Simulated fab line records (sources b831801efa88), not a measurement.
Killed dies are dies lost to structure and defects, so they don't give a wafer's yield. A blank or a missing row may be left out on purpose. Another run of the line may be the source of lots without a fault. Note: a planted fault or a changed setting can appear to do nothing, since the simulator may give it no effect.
Which tool is to blame? || flow sky130 || 13 lots with 38 wafers sampled at 3 steps, on a route of 708 steps

WHAT THE GAUGES READ, wafer by wafer
SKY_CAPM_THK_MEAS_01. Usual: for CAPM_CVD_00_THK the level is 15.41 nm and the standard deviation is 0.3.
{"lot": "L617", "measured": "day 36 03:18", "on": "filmMetro-02", "CAPM_CVD_00_THK (nm)": "15.55 15.52 15.10", "flag": ""}
{"lot": "L618", "measured": "day 36 13:06", "on": "filmMetro-02", "CAPM_CVD_00_THK (nm)": "15.41 15.04 15.66", "flag": ""}
{"lot": "L619", "measured": "day 36 23:55", "on": "filmMetro-02", "CAPM_CVD_00_THK (nm)": "15.62 15.13 15.67", "flag": ""}
{"lot": "L625", "measured": "day 38 09:23", "on": "filmMetro-02", "CAPM_CVD_00_THK (nm)": "15.27 15.59 15.73", "flag": ""}
{"lot": "L627", "measured": "day 39 07:52", "on": "filmMetro-02", "CAPM_CVD_00_THK (nm)": "15.41 15.94", "flag": ""}
{"lot": "L628", "measured": "day 39 07:56", "on": "filmMetro-01", "CAPM_CVD_00_THK (nm)": "15.30 14.86 15.58", "flag": ""}
{"lot": "L630", "measured": "day 40 08:11", "on": "filmMetro-04", "CAPM_CVD_00_THK (nm)": "15.70 15.60 16.03", "flag": ""}
{"lot": "L631", "measured": "day 40 11:50", "on": "filmMetro-02", "CAPM_CVD_00_THK (nm)": "15.44 15.24 15.63", "flag": ""}
{"lot": "L633", "measured": "day 42 06:38", "on": "filmMetro-04", "CAPM_CVD_00_THK (nm)": "15.34 15.59 15.75", "flag": ""}
{"lot": "L635", "measured": "day 42 08:50", "on": "filmMetro-01", "CAPM_CVD_00_THK (nm)": "14.96 15.05 15.34", "flag": ""}
{"lot": "L636", "measured": "day 42 10:55", "on": "filmMetro-02", "CAPM_CVD_00_THK (nm)": "15.37 14.82 15.02", "flag": ""}
{"lot": "L638", "measured": "day 42 12:52", "on": "filmMetro-01", "CAPM_CVD_00_THK (nm)": "15.98 15.26 16.10", "flag": ""}
{"lot": "L637", "measured": "day 42 13:16", "on": "filmMetro-01", "CAPM_CVD_00_THK (nm)": "15.21 15.81 15.56", "flag": ""}

WHICH TOOL RAN EACH LOT (tool, then ch and the chambers of the sampled wafers, then the start)
{"lot": "L617", "SKY_METAL3_SPUTTER_02": "pvdSputter-03, day 36 03:10", "SKY_METAL3_SPUTTER_03": "pvdSputter-03, day 36 03:13"}
{"lot": "L618", "SKY_METAL3_SPUTTER_02": "pvdSputter-04, day 36 12:58", "SKY_METAL3_SPUTTER_03": "pvdSputter-04, day 36 13:01"}
{"lot": "L619", "SKY_METAL3_SPUTTER_02": "pvdSputter-01, day 36 23:47", "SKY_METAL3_SPUTTER_03": "pvdSputter-01, day 36 23:49"}
{"lot": "L625", "SKY_METAL3_SPUTTER_02": "pvdSputter-03, day 38 09:14", "SKY_METAL3_SPUTTER_03": "pvdSputter-03, day 38 09:16"}
{"lot": "L627", "SKY_METAL3_SPUTTER_02": "pvdSputter-03, day 39 07:44", "SKY_METAL3_SPUTTER_03": "pvdSputter-03, day 39 07:45"}
{"lot": "L628", "SKY_METAL3_SPUTTER_02": "pvdSputter-01, day 39 07:48", "SKY_METAL3_SPUTTER_03": "pvdSputter-01, day 39 07:50"}
{"lot": "L630", "SKY_METAL3_SPUTTER_02": "pvdSputter-03, day 40 08:02", "SKY_METAL3_SPUTTER_03": "pvdSputter-03, day 40 08:05"}
{"lot": "L631", "SKY_METAL3_SPUTTER_02": "pvdSputter-04, day 40 11:43", "SKY_METAL3_SPUTTER_03": "pvdSputter-04, day 40 11:45"}
{"lot": "L633", "SKY_METAL3_SPUTTER_02": "pvdSputter-04, day 42 06:29", "SKY_METAL3_SPUTTER_03": "pvdSputter-04, day 42 06:31"}
{"lot": "L635", "SKY_METAL3_SPUTTER_02": "pvdSputter-03, day 42 08:41", "SKY_METAL3_SPUTTER_03": "pvdSputter-03, day 42 08:44"}
{"lot": "L636", "SKY_METAL3_SPUTTER_02": "pvdSputter-04, day 42 10:47", "SKY_METAL3_SPUTTER_03": "pvdSputter-04, day 42 10:50"}
{"lot": "L638", "SKY_METAL3_SPUTTER_02": "pvdSputter-04, day 42 12:44", "SKY_METAL3_SPUTTER_03": "pvdSputter-04, day 42 12:46"}
{"lot": "L637", "SKY_METAL3_SPUTTER_02": "pvdSputter-03, day 42 13:07", "SKY_METAL3_SPUTTER_03": "pvdSputter-03, day 42 13:10"}
- SKY_METAL3_SPUTTER_02: material AlCu, target thk 735 nm, time 39.1 s.
- SKY_METAL3_SPUTTER_03: material Ti, target thk 5 nm, time 3.3 s.

AS READ BY THE TOOLS THEMSELVES (means over the sampled wafers that have a number; for cases with no such wafer, the mark the record gives instead)
SKY_METAL3_SPUTTER_02. Usual: throttleValvePct reads 29.8 % (standard deviation 1.4).
{"lot": "L617", "tool": "pvdSputter-03", "throttleValvePct (%)": 30.3, "flag": ""}
{"lot": "L618", "tool": "pvdSputter-04", "throttleValvePct (%)": 30.0, "flag": ""}
{"lot": "L619", "tool": "pvdSputter-01", "throttleValvePct (%)": 30.8, "flag": ""}
{"lot": "L625", "tool": "pvdSputter-03", "throttleValvePct (%)": 28.7, "flag": ""}
{"lot": "L627", "tool": "pvdSputter-03", "throttleValvePct (%)": 29.1, "flag": ""}
{"lot": "L628", "tool": "pvdSputter-01", "throttleValvePct (%)": 29.8, "flag": ""}
{"lot": "L630", "tool": "pvdSputter-03", "throttleValvePct (%)": 29.1, "flag": ""}
{"lot": "L631", "tool": "pvdSputter-04", "throttleValvePct (%)": 29.5, "flag": ""}
{"lot": "L633", "tool": "pvdSputter-04", "throttleValvePct (%)": 30.2, "flag": ""}
{"lot": "L635", "tool": "pvdSputter-03", "throttleValvePct (%)": 29.0, "flag": ""}
{"lot": "L636", "tool": "pvdSputter-04", "throttleValvePct (%)": 29.2, "flag": ""}
{"lot": "L638", "tool": "pvdSputter-04", "throttleValvePct (%)": 30.2, "flag": ""}
{"lot": "L637", "tool": "pvdSputter-03", "throttleValvePct (%)": 28.6, "flag": ""}

SKY_METAL3_SPUTTER_03. Usual: throttleValvePct reads 29.8 % (standard deviation 1.4).
{"lot": "L617", "tool": "pvdSputter-03", "throttleValvePct (%)": 30.3, "flag": ""}
{"lot": "L618", "tool": "pvdSputter-04", "throttleValvePct (%)": 30.2, "flag": ""}
{"lot": "L619", "tool": "pvdSputter-01", "throttleValvePct (%)": 30.8, "flag": ""}
{"lot": "L625", "tool": "pvdSputter-03", "throttleValvePct (%)": 28.6, "flag": ""}
{"lot": "L627", "tool": "pvdSputter-03", "throttleValvePct (%)": 28.9, "flag": ""}
{"lot": "L628", "tool": "pvdSputter-01", "throttleValvePct (%)": 29.6, "flag": ""}
{"lot": "L630", "tool": "pvdSputter-03", "throttleValvePct (%)": 29.1, "flag": ""}
{"lot": "L631", "tool": "pvdSputter-04", "throttleValvePct (%)": 29.3, "flag": ""}
{"lot": "L633", "tool": "pvdSputter-04", "throttleValvePct (%)": 30.3, "flag": ""}
{"lot": "L635", "tool": "pvdSputter-03", "throttleValvePct (%)": 29.1, "flag": ""}
{"lot": "L636", "tool": "pvdSputter-04", "throttleValvePct (%)": 29.3, "flag": ""}
{"lot": "L638", "tool": "pvdSputter-04", "throttleValvePct (%)": 30.2, "flag": ""}
{"lot": "L637", "tool": "pvdSputter-03", "throttleValvePct (%)": 28.6, "flag": ""}

THE ANSWER, worked out from the rows above alone
Rule: a lot is off if the mean of its wafers that have a number lies more than 3 standard deviations from the usual mean. Also off: a lot with no number at a reading for which 4 or more lots have one. Where the step has rows for the other lots, those lots are counted as sound. After the gauges, taken in route order, come the tools' own readings; for these a lot's mean is taken, as printed above. At the first step where some lot is off, the reading lying furthest off is the one used; lots without a number count as furthest.
Across all readings shown, no lot is off: no conclusion can be drawn from this.

WHAT WAS PUT IN BY THE SIMULATOR
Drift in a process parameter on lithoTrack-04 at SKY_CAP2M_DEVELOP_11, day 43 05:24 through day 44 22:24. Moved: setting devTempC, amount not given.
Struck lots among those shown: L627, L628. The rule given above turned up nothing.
